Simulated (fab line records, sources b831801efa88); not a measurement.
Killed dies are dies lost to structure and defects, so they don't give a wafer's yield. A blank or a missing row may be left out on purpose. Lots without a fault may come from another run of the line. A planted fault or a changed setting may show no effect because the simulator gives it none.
One fault seen from 2 desks | flow gf180mcu | each desk has only its own numbers; what lay behind them comes last

THE TOOL OWNER'S DESK: implanter-03
The tool's own readings at GF_MVSD_IMPLANT_08: means of the sampled wafers that have a number, for each lot that ran on this tool. A lot is out of limits, marked OUT, if its mean lies more than 4 standard deviations from the usual mean; the brackets give that distance.
Columns: A = beam_energy_keV at GF_MVSD_IMPLANT_08, usual 399.99
lot  | first seen here | A
L719 | day 6 03:32     | 399.86
L724 | day 7 08:10     | 341.24 (-99 or more) OUT
L726 | day 7 20:24     | 341.16 (-99 or more) OUT
This desk's finding: out of limits on L724, L726; first on L724, day 7 08:10 (beam_energy_keV at GF_MVSD_IMPLANT_08). In limits: L719.

THE METROLOGY DESK
What the gauges read, lot by lot, whatever tool the lot ran on: means of the sampled wafers that have a number. A lot is out of limits, marked OUT, if its mean lies more than 4 standard deviations from the usual mean; the brackets give that distance.
Columns: A = STI_CVD_03_THK at GF_STI_THK_MEAS_04, usual 193.4 nm; B = LVPWELL_OVL at GF_LVPWELL_OVL_MEAS_07, usual -1.0 nm; C = MVSD_RS at GF_VT_IMPLANT_RS_MEAS_46, usual 445.3 ohm/sq
lot  | first seen here | A     | B    | C
L712 | day 1 14:52     | 192.5 | 0.7  | 446.4
L714 | day 1 23:34     | 189.4 | -1.8 | 445.4
L715 | day 2 04:34     | 195.8 | -1.1 | 445.8
L717 | day 2 14:36     | 190.1 | -1.9 | 447.9
L719 | day 3 01:34     | 193.1 | -1.3 | 444.2
L724 | day 4 01:34     | 191.8 | -0.7 | 459.2 (+11) OUT
L725 | day 4 06:34     | 194.0 | 0.9  | 444.9
L726 | day 4 12:27     | 192.6 | -1.9 | 461.0 (+12) OUT
L731 | day 5 12:34     | 192.1 | -1.3 | 444.0
L732 | day 5 17:34     | 195.8 | 1.2  | 444.2
L733 | day 5 22:34     | 193.2 | -1.8 | 445.2
L734 | day 6 04:32     | 196.6 | -2.0 | 445.6
L735 | day 6 08:34     | 194.8 | -0.7 | 446.8
This desk's finding: out of limits on L724, L726; first on L724, day 10 22:04 (MVSD_RS at GF_VT_IMPLANT_RS_MEAS_46). In limits: L712, L714, L715, L717, L719, L725, L731, L732, L733, L734, L735.

PUT TOGETHER
The tool owner's desk could have raised an alarm at day 7 08:10, on L724, L726.
The metrology desk could have raised an alarm at day 10 22:04, on L724, L726.
Of the lots named, all ran GF_MVSD_IMPLANT_08 on implanter-03.

WHAT THE SIMULATOR HAD PUT IN
Process parameter drift: implanter-03, from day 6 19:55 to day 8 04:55, at GF_MVSD_IMPLANT_08. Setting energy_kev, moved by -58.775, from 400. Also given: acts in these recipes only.
Lots struck among those shown: L724, L726.
Hours from the fault's start to each desk's first reading out of limits: the tool owner's desk, 12; the metrology desk, 98.
